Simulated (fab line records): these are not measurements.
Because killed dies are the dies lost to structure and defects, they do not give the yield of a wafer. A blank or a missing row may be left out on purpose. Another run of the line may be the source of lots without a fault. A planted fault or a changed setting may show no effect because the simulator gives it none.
Split-lot trial || flow sfq line || 5 lots, 27 wafers read, on a route of 325 steps

SPLIT DETAILS
At SFQ_TRILAYER_JJ_TRILAYER_DEP_SPUTTER_109 (material Nb, target thk 150 nm, time 100 s), the setting time s was moved away from the recipe's 100 s on 12 of the 27 wafers read, by -22.9% to +38.5%. For the rest of the wafers, this setting stayed at what the recipe calls for.

FROM THE SPLIT TO THE READING: what the file shows between them, 3 steps
- SFQ_TRILAYER_JJ_TRILAYER_DEP_SPUTTER_110: material Al, target thk 8 nm, time 10 s
- SFQ_TRILAYER_JJ_TRILAYER_DEP_AL_OXIDATION_111: oxidation time 600 s
- SFQ_TRILAYER_M5_BARC_OPEN_METAL_ETCH_161: etches BARC in O2, target depth 125 nm, time 41.7 s

THE READING
oes product au, in a.u., at SFQ_TRILAYER_M5_ETCH_METAL_ETCH_126 (etches Nb in Cl2/BCl3, stops on SiO2, time 203.2 s, target depth 265 nm). Fault-free wafers of this fab line usually give 0.728 a.u., standard deviation 0.0052 a.u.

{"wafer": "L079.1", "tool, chamber at the split": "pvd sputter-06, -", "time s as run, s": 77.13, "against the recipe": "-22.9%", "oes product au, a.u.": 0.646, "against lot-mates on the recipe": -0.086}
{"wafer": "L079.2", "tool, chamber at the split": "pvd sputter-06, -", "time s as run, s": 100, "against the recipe": "recipe", "oes product au, a.u.": 0.731, "against lot-mates on the recipe": "-"}
{"wafer": "L079.3", "tool, chamber at the split": "pvd sputter-06, -", "time s as run, s": 100, "against the recipe": "recipe", "oes product au, a.u.": 0.730, "against lot-mates on the recipe": "-"}
{"wafer": "L079.4", "tool, chamber at the split": "pvd sputter-06, -", "time s as run, s": 77.13, "against the recipe": "-22.9%", "oes product au, a.u.": 0.648, "against lot-mates on the recipe": -0.084}
{"wafer": "L079.5", "tool, chamber at the split": "pvd sputter-06, -", "time s as run, s": 77.13, "against the recipe": "-22.9%", "oes product au, a.u.": 0.650, "against lot-mates on the recipe": -0.082}
{"wafer": "L079.6", "tool, chamber at the split": "pvd sputter-06, -", "time s as run, s": 100, "against the recipe": "recipe", "oes product au, a.u.": 0.735, "against lot-mates on the recipe": "-"}
{"wafer": "L080.1", "tool, chamber at the split": "pvd sputter-06, -", "time s as run, s": 100, "against the recipe": "recipe", "oes product au, a.u.": 0.733, "against lot-mates on the recipe": "-"}
{"wafer": "L080.2", "tool, chamber at the split": "pvd sputter-06, -", "time s as run, s": 100, "against the recipe": "recipe", "oes product au, a.u.": 0.731, "against lot-mates on the recipe": "-"}
{"wafer": "L080.3", "tool, chamber at the split": "pvd sputter-06, -", "time s as run, s": 100, "against the recipe": "recipe", "oes product au, a.u.": 0.725, "against lot-mates on the recipe": "-"}
{"wafer": "L081.1", "tool, chamber at the split": "pvd sputter-03, -", "time s as run, s": 118.9, "against the recipe": "+18.9%", "oes product au, a.u.": 0.804, "against lot-mates on the recipe": "+0.073"}
{"wafer": "L081.2", "tool, chamber at the split": "pvd sputter-03, -", "time s as run, s": 100, "against the recipe": "recipe", "oes product au, a.u.": 0.728, "against lot-mates on the recipe": "-"}
{"wafer": "L081.3", "tool, chamber at the split": "pvd sputter-03, -", "time s as run, s": 118.9, "against the recipe": "+18.9%", "oes product au, a.u.": 0.797, "against lot-mates on the recipe": "+0.066"}
{"wafer": "L081.4", "tool, chamber at the split": "pvd sputter-03, -", "time s as run, s": 118.9, "against the recipe": "+18.9%", "oes product au, a.u.": 0.798, "against lot-mates on the recipe": "+0.067"}
{"wafer": "L081.5", "tool, chamber at the split": "pvd sputter-03, -", "time s as run, s": 100, "against the recipe": "recipe", "oes product au, a.u.": 0.732, "against lot-mates on the recipe": "-"}
{"wafer": "L081.6", "tool, chamber at the split": "pvd sputter-03, -", "time s as run, s": 100, "against the recipe": "recipe", "oes product au, a.u.": 0.732, "against lot-mates on the recipe": "-"}
{"wafer": "L084.1", "tool, chamber at the split": "pvd sputter-04, -", "time s as run, s": 138.5, "against the recipe": "+38.5%", "oes product au, a.u.": 0.864, "against lot-mates on the recipe": "+0.140"}
{"wafer": "L084.2", "tool, chamber at the split": "pvd sputter-04, -", "time s as run, s": 100, "against the recipe": "recipe", "oes product au, a.u.": 0.730, "against lot-mates on the recipe": "-"}
{"wafer": "L084.3", "tool, chamber at the split": "pvd sputter-04, -", "time s as run, s": 138.5, "against the recipe": "+38.5%", "oes product au, a.u.": 0.857, "against lot-mates on the recipe": "+0.133"}
{"wafer": "L084.4", "tool, chamber at the split": "pvd sputter-04, -", "time s as run, s": 138.5, "against the recipe": "+38.5%", "oes product au, a.u.": 0.857, "against lot-mates on the recipe": "+0.133"}
{"wafer": "L084.5", "tool, chamber at the split": "pvd sputter-04, -", "time s as run, s": 100, "against the recipe": "recipe", "oes product au, a.u.": 0.724, "against lot-mates on the recipe": "-"}
{"wafer": "L084.6", "tool, chamber at the split": "pvd sputter-04, -", "time s as run, s": 100, "against the recipe": "recipe", "oes product au, a.u.": 0.718, "against lot-mates on the recipe": "-"}
{"wafer": "L085.1", "tool, chamber at the split": "pvd sputter-03, -", "time s as run, s": 126.1, "against the recipe": "+26.1%", "oes product au, a.u.": 0.809, "against lot-mates on the recipe": "+0.083"}
{"wafer": "L085.2", "tool, chamber at the split": "pvd sputter-03, -", "time s as run, s": 126.1, "against the recipe": "+26.1%", "oes product au, a.u.": 0.816, "against lot-mates on the recipe": "+0.090"}
{"wafer": "L085.3", "tool, chamber at the split": "pvd sputter-03, -", "time s as run, s": 100, "against the recipe": "recipe", "oes product au, a.u.": 0.722, "against lot-mates on the recipe": "-"}
{"wafer": "L085.4", "tool, chamber at the split": "pvd sputter-03, -", "time s as run, s": 126.1, "against the recipe": "+26.1%", "oes product au, a.u.": 0.818, "against lot-mates on the recipe": "+0.092"}
{"wafer": "L085.5", "tool, chamber at the split": "pvd sputter-03, -", "time s as run, s": 100, "against the recipe": "recipe", "oes product au, a.u.": 0.727, "against lot-mates on the recipe": "-"}
{"wafer": "L085.6", "tool, chamber at the split": "pvd sputter-03, -", "time s as run, s": 100, "against the recipe": "recipe", "oes product au, a.u.": 0.728, "against lot-mates on the recipe": "-"}

FIT RESULTS
A straight line over all 27 wafers: oes product au changes by +0.00344 a.u. for each +1% of time s; r = +1.00; the points scatter about the line by 0.0048 a.u.
The same after taking each lot's own level away (the mean of its wafers on the recipe; 27 wafers): +0.00354 a.u. for each +1%; r = +1.00; scatter 0.0037 a.u.
The reading moves by 0.14 a.u. for the largest change in time s, on that fit.
Measured against the standard deviation above, the lots' own levels, which go from 0.7240 to 0.7320 a.u., span 1.5 times it.
So the lot-to-lot level changes the slope little: the two slopes agree.
Check: for one of the wafers moved furthest among these (+38.5%), held out of the fit, the line's prediction against its lot-mates is +0.135 a.u. Against them it came out at +0.14 a.u.

FURTHER SPLITS ON THESE WAFERS
Other splits were also applied to these wafers ahead of the reading. Each is held against what the fit with the lots' levels taken away leaves over:
{"other split on the same wafers": "SFQ_TRILAYER_INCOMING_OXIDATION_002 ox time s", "wafers away from the commonest value": 6, "r with oes product au (lot level and that fit taken away)": "+0.12"}
{"other split on the same wafers": "SFQ_TRILAYER_I0_DEP_PECVD_027 time s", "wafers away from the commonest value": 9, "r with oes product au (lot level and that fit taken away)": "+0.03"}
{"other split on the same wafers": "SFQ_TRILAYER_I1_DEP_PECVD_045 time s", "wafers away from the commonest value": 9, "r with oes product au (lot level and that fit taken away)": "+0.00"}
{"other split on the same wafers": "SFQ_TRILAYER_I1_VIA_BARC_OPEN_VIA_ETCH_071 time s", "wafers away from the commonest value": 12, "r with oes product au (lot level and that fit taken away)": -0.06}
{"other split on the same wafers": "SFQ_TRILAYER_I2_VIA_BARC_OPEN_VIA_ETCH_096 time s", "wafers away from the commonest value": 9, "r with oes product au (lot level and that fit taken away)": "+0.14"}
{"other split on the same wafers": "SFQ_TRILAYER_M3_BARC_OPEN_METAL_ETCH_100 time s", "wafers away from the commonest value": 6, "r with oes product au (lot level and that fit taken away)": "+0.01"}
{"other split on the same wafers": "SFQ_TRILAYER_M4_ETCH_METAL_ETCH_096 time s", "wafers away from the commonest value": 9, "r with oes product au (lot level and that fit taken away)": "+0.25"}

THE WHOLE CHAIN: every reading that the file lists as answering this split, in the file's order
{"step": "SFQ_TRILAYER_JJ_TRILAYER_DEP_SPUTTER_109", "what it does": "material Nb, target thk 150 nm, time 100 s", "reading": "Nb_of_TRILAYER_JJ_TRILAYER_DEP_SPUTTER_109.thk nm (the simulator's own value, which no gauge read)", "change (the file's fit)": "+1.51 nm for each +1% of the setting", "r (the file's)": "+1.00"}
{"step": "SFQ_TRILAYER_M5_ETCH_METAL_ETCH_126", "what it does": "etches Nb in Cl2/BCl3, stops on SiO2, time 203.2 s, target depth 265 nm", "reading": "oes product au", "change (the file's fit)": "+0.00353 a.u. for each +1% of the setting", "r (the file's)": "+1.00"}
{"step": "SFQ_TRILAYER_M5_ETCH_METAL_ETCH_126", "what it does": "etches Nb in Cl2/BCl3, stops on SiO2, time 203.2 s, target depth 265 nm", "reading": "M5.feature depth nm (the simulator's own value, which no gauge read)", "change (the file's fit)": "+1.51 nm for each +1% of the setting", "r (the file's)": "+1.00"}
{"step": "SFQ_TRILAYER_M5_ETCH_METAL_ETCH_126", "what it does": "etches Nb in Cl2/BCl3, stops on SiO2, time 203.2 s, target depth 265 nm", "reading": "etch.depth nm (the simulator's own value, which no gauge read)", "change (the file's fit)": "+1.52 nm for each +1% of the setting", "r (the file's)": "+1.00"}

THE FILE'S OWN FIT
oes product au changes by +0.00353 a.u. for each +1% of time s, r = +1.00.
